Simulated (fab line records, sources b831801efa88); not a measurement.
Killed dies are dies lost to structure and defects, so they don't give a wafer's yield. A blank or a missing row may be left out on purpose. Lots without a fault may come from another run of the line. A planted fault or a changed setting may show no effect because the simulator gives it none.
Which tool did it? | flow sky130 | 11 lots, 32 wafers sampled, at 6 steps of a route of 708

WHAT THE GAUGES READ, wafer by wafer
SKY_VIA2_OVL_MEAS_13.
lot  | measured     | on         | VIA2_OVL (nm)
L516 | day 36 19:30 | overlay-02 | 1 -8 -5
L517 | day 37 06:23 | overlay-02 | 9 2 6
L519 | day 38 11:22 | overlay-02 | -1 4 5
L521 | day 38 16:56 | overlay-02 | 8 5 5
L524 | day 39 23:08 | overlay-01 | 4 4 -1
L526 | day 40 15:11 | overlay-01 | -5 -4 -4
L527 | day 40 19:13 | overlay-02 | -6 0
L528 | day 40 20:40 | overlay-01 | 9 1 0
L530 | day 41 03:28 | overlay-02 | 1 5 4
L534 | day 42 22:50 | overlay-01 | -3 -4 -10
L537 | day 43 05:14 | overlay-02 | -6 -4 1

SKY_VIA2_RS_MEAS_22: measures by four-point-probe.
lot  | measured     | on            | VIA2_W_RS (ohm/sq)
L516 | day 36 20:30 | film_metro-01 | 0.278 0.276 0.277
L517 | day 37 07:20 | film_metro-01 | 0.275 0.271 0.271
L519 | day 38 12:22 | film_metro-01 | 0.275 0.279 0.277
L521 | day 38 17:52 | film_metro-02 | 0.274 0.271 0.274
L524 | day 40 00:11 | film_metro-03 | 0.275 0.273 0.278
L526 | day 40 16:09 | film_metro-03 | 0.275 0.274 0.273
L527 | day 40 20:09 | film_metro-02 | 0.274 0.272
L528 | day 40 21:36 | film_metro-01 | 0.283 0.273 0.282
L530 | day 41 04:24 | film_metro-01 | 0.279 0.276 0.276
L534 | day 42 23:49 | film_metro-01 | 0.277 0.272 0.274
L537 | day 43 06:11 | film_metro-01 | 0.274 0.276 0.271

SKY_CAPM_RS_MEAS_03: measures by four-point-probe.
lot  | measured     | on            | CAPM_TIN_RS (ohm/sq)
L516 | day 36 21:19 | film_metro-01 | 6.95 6.92 6.90
L517 | day 37 08:10 | film_metro-04 | 6.92 6.89 6.96
L519 | day 38 13:12 | film_metro-03 | 6.90 6.82 6.97
L521 | day 38 18:41 | film_metro-04 | 6.90 6.85 6.88
L524 | day 40 01:01 | film_metro-04 | 6.11 6.91 6.94
L526 | day 40 17:08 | film_metro-04 | 7.02 6.12 6.99
L527 | day 40 20:58 | film_metro-04 | 6.97 6.94
L528 | day 40 22:25 | film_metro-01 | 6.86 6.82 6.73
L530 | day 41 05:13 | film_metro-03 | 6.86 6.93 6.85
L534 | day 43 00:38 | film_metro-01 | 6.86 6.86 7.02
L537 | day 43 07:11 | film_metro-03 | 6.77 6.86 6.82

SKY_CAPM_THK_MEAS_04: measures by xrf.
lot  | measured     | on            | CAPM_TIN_THK (nm)
L516 | day 36 21:26 | film_metro-01 | 197.7 198.6 198.9
L517 | day 37 08:17 | film_metro-04 | 198.0 198.7 196.3
L519 | day 38 13:19 | film_metro-03 | 199.7 202.0 198.6
L521 | day 38 18:48 | film_metro-04 | 198.9 199.6 199.1
L524 | day 40 01:07 | film_metro-04 | 221.4 196.4 196.3
L526 | day 40 17:14 | film_metro-04 | 193.7 220.5 194.1
L527 | day 40 21:05 | film_metro-04 | 195.1 195.8
L528 | day 40 22:32 | film_metro-01 | 198.3 199.5 202.5
L530 | day 41 05:20 | film_metro-03 | 201.2 198.6 201.8
L534 | day 43 00:45 | film_metro-01 | 196.5 197.3 192.0
L537 | day 43 07:17 | film_metro-03 | 204.7 202.7 203.6

WHICH TOOL RAN EACH LOT (tool, then ch and the chambers of the sampled wafers, then the start)
lot  | SKY_CAPM_CVD_00                 | SKY_CAPM_SPUTTER_02
L516 | pecvd-02 ch 0,1,2, day 36 21:07 | pvd_sputter-04, day 36 21:12
L517 | pecvd-02 ch 0,1,2, day 37 07:58 | pvd_sputter-01, day 37 08:03
L519 | pecvd-01 ch 1,2, day 38 13:01   | pvd_sputter-04, day 38 13:05
L521 | pecvd-01 ch 0,1, day 38 18:29   | pvd_sputter-01, day 38 18:34
L524 | pecvd-03 ch 1,2, day 40 00:47   | pvd_sputter-01, day 40 00:53
L526 | pecvd-01 ch 1,2, day 40 16:55   | pvd_sputter-01, day 40 16:59
L527 | pecvd-01 ch 2, day 40 20:47     | pvd_sputter-04, day 40 20:52
L528 | pecvd-03 ch 0,1, day 40 22:14   | pvd_sputter-04, day 40 22:19
L530 | pecvd-01 ch 1,2, day 41 05:02   | pvd_sputter-02, day 41 05:07
L534 | pecvd-01 ch 0,2, day 43 00:26   | pvd_sputter-02, day 43 00:31
L537 | pecvd-01 ch 1,2, day 43 06:58   | pvd_sputter-02, day 43 07:03
- SKY_CAPM_CVD_00: deposits SiO2, target thk 15.5 nm.
- SKY_CAPM_SPUTTER_02: material TiN, target thk 200 nm, time 166.7 s.

WHAT THE TOOLS THEMSELVES READ (means of the sampled wafers that have a number; where no wafer has one, the mark that the record gives instead)
SKY_CAPM_CVD_00.
lot  | tool     | heater_power_w (W)
L516 | pecvd-02 | 705
L517 | pecvd-02 | 691
L519 | pecvd-01 | 767
L521 | pecvd-01 | 809
L524 | pecvd-03 | 691
L526 | pecvd-01 | 708
L527 | pecvd-01 | 736
L528 | pecvd-03 | 627
L530 | pecvd-01 | 763
L534 | pecvd-01 | 706
L537 | pecvd-01 | 793

SKY_CAPM_SPUTTER_02.
lot  | tool           | cathode_dc_power_W (W) | chamber_pressure_pa (Pa) | throttle_valve_pct (%)
L516 | pvd_sputter-04 | 6499.6                 | 0.4000                   | 30.3
L517 | pvd_sputter-01 | 6499.8                 | 0.4011                   | 30.5
L519 | pvd_sputter-04 | 6500.3                 | 0.3994                   | 30.2
L521 | pvd_sputter-01 | 6499.4                 | 0.4002                   | 30.2
L524 | pvd_sputter-01 | 6777.9                 | 0.4004                   | 30.2
L526 | pvd_sputter-01 | 6777.6                 | 0.4001                   | 30.2
L527 | pvd_sputter-04 | 6499.8                 | 0.4004                   | 30.0
L528 | pvd_sputter-04 | 6500.3                 | 0.4003                   | 30.0
L530 | pvd_sputter-02 | 6501.0                 | 0.3993                   | 30.2
L534 | pvd_sputter-02 | 6500.5                 | 0.4001                   | 30.6
L537 | pvd_sputter-02 | 6501.0                 | 0.3990                   | 30.1

THE ANSWER, worked out from the rows above alone
Rule: what is usual is taken from the lots themselves. Put in order of their means at a reading, lots are off if they are a third of the lots or fewer, leave a main group of 4 or more, and stand apart from it by a gap of 3 or more times the standard deviation of the main group's means; of several such gaps the widest counts. A main group whose means are all the same, to the digits that the tables above print for the reading, isn't used. A lot without any number at a reading at which 4 lots or more have one is off too. The other lots that the step has rows for count as sound. The gauges are gone through in route order, then the tools' own readings, and for those a lot's mean is taken as printed above. The first step at which some lot is off is used, and at that step the reading that is off furthest; a lot without a number counts as furthest.
Off: L524, L526, at SKY_CAPM_SPUTTER_02 (cathode_dc_power_W). The main group: mean 6500.2 W, standard deviation 0.55.
A tool fits if, at that step or a process step before it, it ran every lot that is off, and no sound lot after the first of them. One fits: pvd_sputter-01 at SKY_CAPM_SPUTTER_02. Its last sound lot is L521 (day 38 18:34), its first lot that is off L524 (day 40 00:53): a fault that began between those two fits.
The tool's own readings at SKY_CAPM_SPUTTER_02 bear it out: on the lots that are off they differ by more than 5 times the standard deviation of the sound lots' means. cathode_dc_power_W reads 6777.8 W there against 6500.2 W on the sound lots.

WHAT THE SIMULATOR HAD PUT IN
Process parameter drift: pvd_sputter-01, from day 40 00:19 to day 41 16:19, at SKY_CAPM_SPUTTER_02. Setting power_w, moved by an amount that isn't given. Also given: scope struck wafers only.
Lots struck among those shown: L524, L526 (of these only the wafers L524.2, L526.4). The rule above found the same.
